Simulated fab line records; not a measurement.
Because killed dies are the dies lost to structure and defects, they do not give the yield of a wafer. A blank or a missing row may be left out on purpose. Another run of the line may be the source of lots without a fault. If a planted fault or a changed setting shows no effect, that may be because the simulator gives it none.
What tool caused it?    flow sky130    14 lots, 42 wafers sampled, at 1 step of a route of 708

## WHAT THE GAUGES READ, wafer by wafer
The record lacks any reading of a measuring or inspecting step that a usual standard deviation could be used to judge.

## WHAT TOOL EACH LOT RAN ON (gives the tool, then ch and the chambers of the sampled wafers, and finally the start)
lot   SKY_VIA1_CMP_24
L179  cmp-01 ch 2,3, day 33 21:10
L181  cmp-01 ch 1,2, day 34 07:28
L182  cmp-01 ch 0,2,3, day 34 21:17
L183  cmp-01 ch 0,3, day 35 09:16
L186  cmp-01 ch 0,2,3, day 36 09:26
L188  cmp-02 ch 0,2,3, day 36 13:34
L190  cmp-01 ch 0,2,3, day 40 00:35
L191  cmp-01 ch 0,2,3, day 40 01:32
L192  cmp-02 ch 1,2,3, day 40 02:36
L195  cmp-02 ch 1,2,3, day 40 02:54
L193  cmp-02 ch 0,1,2, day 40 04:22
L200  cmp-01 ch 1,2,3, day 40 07:47
L201  cmp-02 ch 0,2,3, day 40 11:10
L202  cmp-01 ch 2,3, day 40 17:40
- SKY_VIA1_CMP_24: polishes, stops on SiO2, t overpolish 15 s, target thk 0 nm.

## WHAT THE TOOLS THEMSELVES READ (means of the sampled wafers that have a number; where no wafer has one, the mark that the record gives instead)
SKY_VIA1_CMP_24. Usual: edge-zone-pressure-frac 0.999, standard deviation 0.0047; head-pressure-psi 3.500 psi, standard deviation 0.0079; motor-current-A 11.3 A, standard deviation 1.2; overpolish-run-s 15.001 s, standard deviation 0.0086; time-to-endpoint-s 65.7 s, standard deviation 2.5.
lot   tool    edge-zone-pressure-frac  head-pressure-psi (psi)  motor-current-A (A)  overpolish-run-s (s)  time-to-endpoint-s (s)  flag
L179  cmp-01  0.999                    3.498                    10.3                 14.997                62.9                    
L181  cmp-01  0.998                    3.499                    10.5                 15.006                64.1                    
L182  cmp-01  0.999                    3.497                    11.0                 15.004                66.1                    
L183  cmp-01  1.000                    3.496                    11.4                 15.002                68.0                    
L186  cmp-01  0.995                    3.505                    11.2                 15.000                64.7                    
L188  cmp-02  1.001                    3.495                    11.7                 15.006                67.2                    
L190  cmp-01  0.994                    3.493                    10.8                 15.001                65.0                    
L191  cmp-01  0.999                    3.507                    11.0                 14.998                64.6                    
L192  cmp-02  -                        -                        -                    -                     -                       OFF
L195  cmp-02  -                        -                        -                    -                     -                       OFF
L193  cmp-02  1.003                    3.500                    11.1                 15.003                68.9                    
L200  cmp-01  0.998                    3.502                    10.7                 14.996                63.0                    
L201  cmp-02  0.998                    3.500                    11.6                 14.998                68.4                    
L202  cmp-01  1.006                    3.497                    10.1                 15.004                63.2                    

## THE ANSWER, worked out from the rows above alone
Rule: take the mean of a lot's wafers that have a number; if it is more than 3 standard deviations from the usual mean, the lot is off. A lot without any number at a reading at which 4 lots or more have one is off too. All remaining lots with rows at the step are treated as sound. After the gauges, taken in route order, come the tools' own readings; for these a lot's mean is taken, as printed above. At the first step where some lot is off, the reading lying furthest off is the one used; lots without a number count as furthest.
Off: L192, L195 (SKY_VIA1_CMP_24, edge-zone-pressure-frac). Without a number there: L192, L195.
If a tool, at that step or one of the process steps before it, ran each lot that is off and ran no sound lot following the first of them, it fits. Not one of the candidates tried fits.

## WHAT THE SIMULATOR PUT IN
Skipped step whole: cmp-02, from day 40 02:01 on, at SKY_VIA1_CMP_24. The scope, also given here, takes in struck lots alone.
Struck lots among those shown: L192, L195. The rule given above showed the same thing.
